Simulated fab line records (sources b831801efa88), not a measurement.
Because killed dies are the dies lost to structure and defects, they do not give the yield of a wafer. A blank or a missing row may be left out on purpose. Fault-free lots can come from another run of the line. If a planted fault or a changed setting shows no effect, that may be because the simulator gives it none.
Split-lot study -- flow sfq line -- 23 wafers read across 5 lots, on a route 325 steps long

## ON THE SPLIT
At SFQ_TRILAYER_M2_LITHO_EXPOSE_058 (exposes mask M2, target cd 500 nm), the setting dose mj was moved away from the recipe's 14.4 on 8 of the 23 wafers read, by -4.7% to +2.5%. All remaining wafers had this setting at the recipe value.

## FROM THE SPLIT TO THE READING: what the file shows between them, 3 steps
- SFQ_TRILAYER_M2_LITHO_PEB_060: peb time 60 s
- SFQ_TRILAYER_M2_LITHO_DEVELOP_059: time 60 s
- SFQ_TRILAYER_M2_BARC_OPEN_METAL_ETCH_077: etches BARC in O2, target depth 125 nm, time 41.7 s

## THE READING
M2.cd nm (the simulator's own value, which no gauge read), in nm, at SFQ_TRILAYER_M2_ETCH_METAL_ETCH_060 (etches Nb in Cl2/Ar, stops on SiO2, target depth 240 nm, time 120 s). There is no usual value for it anywhere in the file. The 15 wafers here that ran the recipe average 500.1 nm, standard deviation 1.6 nm.

wafer,"tool, chamber at the split",dose mj as run,against the recipe,"M2.cd nm, nm",against lot-mates on the recipe
L075.1,"krf scanner-01, 0",14.4,recipe,499.6,-
L075.2,"krf scanner-01, 0",14.4,recipe,498.4,-
L075.3,"krf scanner-01, 0",14.4,recipe,498,-
L075.5,"krf scanner-01, 0",14.4,recipe,496.6,-
L075.6,"krf scanner-01, 0",14.4,recipe,500.3,-
L077.1,"krf scanner-01, 0",13.72,-4.7%,506.4,+4.9
L077.2,"krf scanner-01, 0",14.4,recipe,502.8,-
L077.4,"krf scanner-01, 0",13.72,-4.7%,506.4,+4.9
L077.5,"krf scanner-01, 0",14.4,recipe,499.2,-
L077.6,"krf scanner-01, 0",14.4,recipe,502.4,-
L079.2,"krf scanner-01, 0",14.4,recipe,501.5,-
L079.4,"krf scanner-01, 0",14.4,recipe,501.4,-
L079.5,"krf scanner-01, 0",14.4,recipe,500.4,-
L083.1,"krf scanner-01, 0",14.4,recipe,499.9,-
L083.2,"krf scanner-01, 0",14.4,recipe,500.3,-
L083.3,"krf scanner-01, 0",13.83,-4.0%,505.7,+5.6
L083.4,"krf scanner-01, 0",13.83,-4.0%,506,+5.9
L083.6,"krf scanner-01, 0",13.83,-4.0%,504.5,+4.4
L084.1,"krf scanner-01, 0",14.76,+2.5%,495.8,-4.2
L084.2,"krf scanner-01, 0",14.4,recipe,499.9,-
L084.3,"krf scanner-01, 0",14.76,+2.5%,494.9,-5.1
L084.4,"krf scanner-01, 0",14.76,+2.5%,496.4,-3.6
L084.5,"krf scanner-01, 0",14.4,recipe,500.2,-

FIT RESULTS
A straight line over all 23 wafers: M2.cd nm changes by -1.44 nm for each +1% of dose mj; r = -0.91; the points scatter about the line by 1.4 nm.
The same after taking each lot's own level away (the mean of its wafers on the recipe; 23 wafers): -1.32 nm for each +1%; r = -0.94; scatter 1.1 nm.
Per that fit: largest dose mj move, reading shift of 6.2 nm.
From 498.58 to 501.47 nm: that is the span of the lots' own levels, equal to 1.8 times the standard deviation above.
The two slopes are in agreement: the lot-to-lot level therefore moves the slope only a little.
Check: with one of the wafers moved furthest among these (-4.7%) left out of the fit, the line predicts +6.26 nm for it against its lot-mates. Against them it came out at +4.93 nm.

## THE WHOLE CHAIN: every reading that the file lists as answering this split, in the file's order
step,what it does,reading,change (the file's fit),r (the file's)
SFQ_TRILAYER_M2_BARC_OPEN_METAL_ETCH_077,"etches BARC in O2, target depth 125 nm, time 41.7 s","M2.cd nm (the simulator's own value, which no gauge read)",-1.39 nm for each +1% of the setting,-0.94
SFQ_TRILAYER_M2_ETCH_METAL_ETCH_060,"etches Nb in Cl2/Ar, stops on SiO2, target depth 240 nm, time 120 s","M2.cd nm (the simulator's own value, which no gauge read)",-1.25 nm for each +1% of the setting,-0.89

## THE FILE'S OWN FIT
M2.cd nm changes by -1.25 nm for each +1% of dose mj, r = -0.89.
